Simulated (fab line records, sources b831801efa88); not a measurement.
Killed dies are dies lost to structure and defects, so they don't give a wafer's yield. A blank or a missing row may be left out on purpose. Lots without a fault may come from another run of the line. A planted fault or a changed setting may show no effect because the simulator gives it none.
Tool commonality check | flow sky130 | 12 lots, 36 wafers sampled

WHY IT WAS OPENED
At SKY_VT_ADJUST_PCH_OVL_MEAS_07 the reading VT_ADJUST_PCH_OVL is flagged on 4 of 12 lots. Wafers without a fault read -0.8 nm, standard deviation 1.3.
Rule: a lot is flagged when every wafer of it that has a number lies more than 4 standard deviations from that mean, or none has a number. The other lots count as sound.

lot  | measured     | on         | VT_ADJUST_PCH_OVL (nm), wafer by wafer | flag
L875 | day 10 11:28 | overlay-02 | 0.0 0.4 -0.3                           |
L879 | day 11 22:48 | overlay-02 | -2.3 0.3 0.5                           |
L881 | day 12 13:21 | overlay-02 | -0.9 -1.6 -0.9                         |
L883 | day 12 20:48 | overlay-02 | -3.0 -3.1 -1.3                         |
L884 | day 13 04:08 | overlay-02 | 0.1 -2.0 -1.2                          |
L885 | day 13 14:56 | overlay-02 | 0.3 -2.8 -0.9                          |
L889 | day 14 12:26 | overlay-02 | 71.9 70.8 72.0                         | FLAGGED
L890 | day 14 20:33 | overlay-01 | 72.6 70.2 70.0                         | FLAGGED
L891 | day 15 05:11 | overlay-01 | 72.3 72.6 71.1                         | FLAGGED
L892 | day 15 19:53 | overlay-02 | -0.4 0.0 -2.2                          |
L893 | day 16 07:06 | overlay-01 | 71.3 69.9 72.5                         | FLAGGED
L898 | day 17 17:48 | overlay-01 | -1.9 1.1 -2.0                          |
The numbers of the flagged lots are 71.4 nm on average: +72.2 nm against the usual, or +56 standard deviations.

WHICH TOOL RAN EACH LOT
The record holds 2 process steps before the reading, out of a route of 708 steps. In each cell: the tool, then ch and the chambers that the sampled wafers went through, then the start.
lot  | flag    | SKY_VT_ADJUST_LVTN_STRIP_20          | SKY_VT_ADJUST_PCH_EXPOSE_04
L875 |         | plasma_asher-03 ch 0,1, day 7 18:35  | iline_stepper-02 ch 0, day 10 00:22
L879 |         | plasma_asher-01 ch 0,1, day 9 02:56  | iline_stepper-02 ch 0, day 11 11:18
L881 |         | plasma_asher-03 ch 0,1, day 9 16:23  | iline_stepper-01 ch 0, day 12 01:51
L883 |         | plasma_asher-02 ch 0,1, day 9 22:22  | iline_stepper-01 ch 0, day 12 08:25
L884 |         | plasma_asher-03 ch 0,1, day 10 05:10 | iline_stepper-01 ch 0, day 12 16:14
L885 |         | plasma_asher-03 ch 0,1, day 10 16:18 | iline_stepper-01 ch 0, day 13 03:13
L889 | FLAGGED | plasma_asher-02 ch 0,1, day 11 12:04 | iline_stepper-01 ch 0, day 14 00:35
L890 | FLAGGED | plasma_asher-01 ch 0,1, day 11 19:22 | iline_stepper-01 ch 0, day 14 08:09
L891 | FLAGGED | plasma_asher-03 ch 0,1, day 12 02:49 | iline_stepper-01 ch 0, day 14 16:38
L892 |         | plasma_asher-01 ch 0, day 12 17:02   | iline_stepper-02 ch 0, day 15 06:43
L893 | FLAGGED | plasma_asher-02 ch 0,1, day 13 01:40 | iline_stepper-01 ch 0, day 15 17:07
L898 |         | plasma_asher-03 ch 0,1, day 14 06:25 | iline_stepper-02 ch 0, day 17 03:16
What these steps do:
- SKY_VT_ADJUST_LVTN_STRIP_20: strips in O2/N2.
- SKY_VT_ADJUST_PCH_EXPOSE_04: exposes mask NWM, target cd 840 nm.
- SKY_VT_ADJUST_PCH_OVL_MEAS_07

FLAGGED OVER TOTAL, TOOL BY TOOL (the gauges that took the reading come last)
step                          | tool             | lots run | flagged | share of the flagged lots | sound lots run after its first flagged lot
SKY_VT_ADJUST_LVTN_STRIP_20   | plasma_asher-01  | 3        | 1       | some                      | 1 (L892)
SKY_VT_ADJUST_LVTN_STRIP_20   | plasma_asher-02  | 3        | 2       | some                      | 0
SKY_VT_ADJUST_LVTN_STRIP_20   | plasma_asher-03  | 6        | 1       | some                      | 1 (L898)
SKY_VT_ADJUST_PCH_EXPOSE_04   | iline_stepper-01 | 8        | 4       | all                       | 0
SKY_VT_ADJUST_PCH_EXPOSE_04   | iline_stepper-02 | 4        | 0       | none                      | -
SKY_VT_ADJUST_PCH_OVL_MEAS_07 | overlay-01       | 4        | 3       | some                      | 1 (L898)
SKY_VT_ADJUST_PCH_OVL_MEAS_07 | overlay-02       | 8        | 1       | some                      | 1 (L892)

WHAT THE TABLE ALLOWS
1 row of the table ran every flagged lot: iline_stepper-01 at SKY_VT_ADJUST_PCH_EXPOSE_04.
- iline_stepper-01 at SKY_VT_ADJUST_PCH_EXPOSE_04: 4 of its 8 lots flagged. Its last sound lot is L885 (day 13 03:13), its first flagged lot L889 (day 14 00:35): a fault that began between those two fits.
One tool is left: iline_stepper-01 at SKY_VT_ADJUST_PCH_EXPOSE_04.

WHAT THE SIMULATOR HAD PUT IN
Scanner matching overlay: iline_stepper-01, from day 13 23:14 on, at SKY_VT_ADJUST_PCH_EXPOSE_04. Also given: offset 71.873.
Lots struck among those shown: L889, L890, L891, L893. The rule above found the same.
